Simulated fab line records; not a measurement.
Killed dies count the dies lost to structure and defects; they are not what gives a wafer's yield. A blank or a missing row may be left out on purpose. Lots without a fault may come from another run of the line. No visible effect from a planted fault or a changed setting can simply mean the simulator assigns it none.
Struck lot and sound lot, side by side    flow sky130    21 steps out of a route of 708
Sound: the wafers L841.1, L841.2, L841.3. The struck wafers were L851.1, L851.4, L851.5. Last of all comes the cause.
Per side, at each step with rows, come the tool, then ch with its chambers, and then its first start. Under that, the readings that differ: sound wafers    struck wafers    difference of the means    sigmas: that difference in standard deviations of wafers without a fault.
alike: readings with means less than 2 such deviations apart, plus words and numbers identical on both sides. not compared: withheld readings, readings lacking a value on some wafer, bounds such as >300 that could conceal the same value, and numbers that have no deviation in the record and whose values overlap.
The two part at a step that has a row with sigmas, a row that says differs or no value, or rows on one side only. Numbers that have no deviation but don't overlap get no sigmas and don't part them. Lack of a reading on every wafer of one side parts them only where that side has two or more wafers.

SKY_POLY_GATE_CD_MEAS_22:
  sound: cd-sem-01 at day 18 08:56; struck: cd-sem-02 at day 21 17:04
  alike: cd-nm
then, 7 steps without rows for these wafers: SKY_LDD_N_DEHYDRATE_00 (time 60 s); SKY_LDD_N_HMDS_01 (prime time 60 s); SKY_LDD_N_COAT_02 (resist thk 300 nm); SKY_LDD_N_SOFTBAKE_03 (time 60 s); SKY_LDD_N_EXPOSE_04 (exposes mask NTM, target cd 840 nm); SKY_LDD_N_PEB_05; SKY_LDD_N_DEVELOP_06 (develop time 60 s).
SKY_LDD_N_OVL_MEAS_07:
  sound: overlay-01 at day 19 14:44; struck: overlay-02 at day 22 23:17
  alike: LDD_N_OVL
then, 3 steps without rows for these wafers: SKY_LDD_N_IMPLANT_08; SKY_LDD_N_IMPLANT_09; SKY_LDD_N_IMPLANT_10.
SKY_LDD_N_IMPLANT_11:
  sound on implanter-03 ch 0, day 19 15:14; struck on implanter-02 ch 0, day 23 00:13
reading             sound                          struck                         difference  sigmas
dose-ions-cm2       7.488e+13 7.483e+13 7.485e+13  4.574e+13 4.582e+13 4.566e+13  -2.911e+13  -99 or more
faraday-current-uA  435 436 422                    256 254 257                    -175        -21
then, 4 steps without rows for these wafers: SKY_LDD_N_IMPLANT_12; SKY_LDD_N_IMPLANT_13; SKY_LDD_N_IMPLANT_14; SKY_LDD_N_IMPLANT_15.
SKY_LDD_N_STRIP_16: strips in O2/N2.
  sound on plasma-asher-03 ch 0,1, day 19 15:59; struck on plasma-asher-01 ch 0,1, day 23 00:58
reading                       sound              struck             difference  sigmas
strip-time-to-endpoint-s (s)  4.329 4.318 4.329  4.209 4.207 4.224  -0.112      -8
  alike: drypump-motor-current-A, o2-flow-sccm, oes-product-au
  not compared: rf-hours-counter-h
SKY_LDD_N_TW_MEAS_17:
  sound: film-metro-02 at day 19 16:05; struck: film-metro-02 at day 23 01:04
reading   sound           struck          difference  sigmas
LDD_N_TW  2537 2543 2551  2494 2482 2476  -60         -4
then, 1 step without rows for these wafers: SKY_LDD_P_DEHYDRATE_00 (time 60 s).
-- record jumps: 26 days separate the struck wafers' starts on either side; left off in module LDD_P, taken up again in module PAD_OPEN, whose first shown step is the route's number 708 --
SKY_PAD_OPEN_PROBE_99:
  sound: prober-01 at day 47 01:13; struck: prober-02 at day 49 03:42
reading                      sound              struck             difference  sigmas
model.etest.tip-n.rs-ohm-sq  439.8 439.4 437.7  469.5 471.5 471.5  +31.9       
  alike: killed_at_M0_to_M3, killed_at_M4_up, killed-at-contacts, killed-at-front-end, killed-at-other, killed-dies, killed-open, killed-short

== WHERE THEY PART ==
Earliest at SKY_LDD_N_IMPLANT_11; latest, in this record, at SKY_LDD_N_TW_MEAS_17. Later steps at which nothing parts them and some readings are alike: SKY_PAD_OPEN_PROBE_99.

WHY: what had been put in by the simulator
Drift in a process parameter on implanter-02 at SKY_LDD_N_IMPLANT_11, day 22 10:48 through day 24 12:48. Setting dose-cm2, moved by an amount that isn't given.
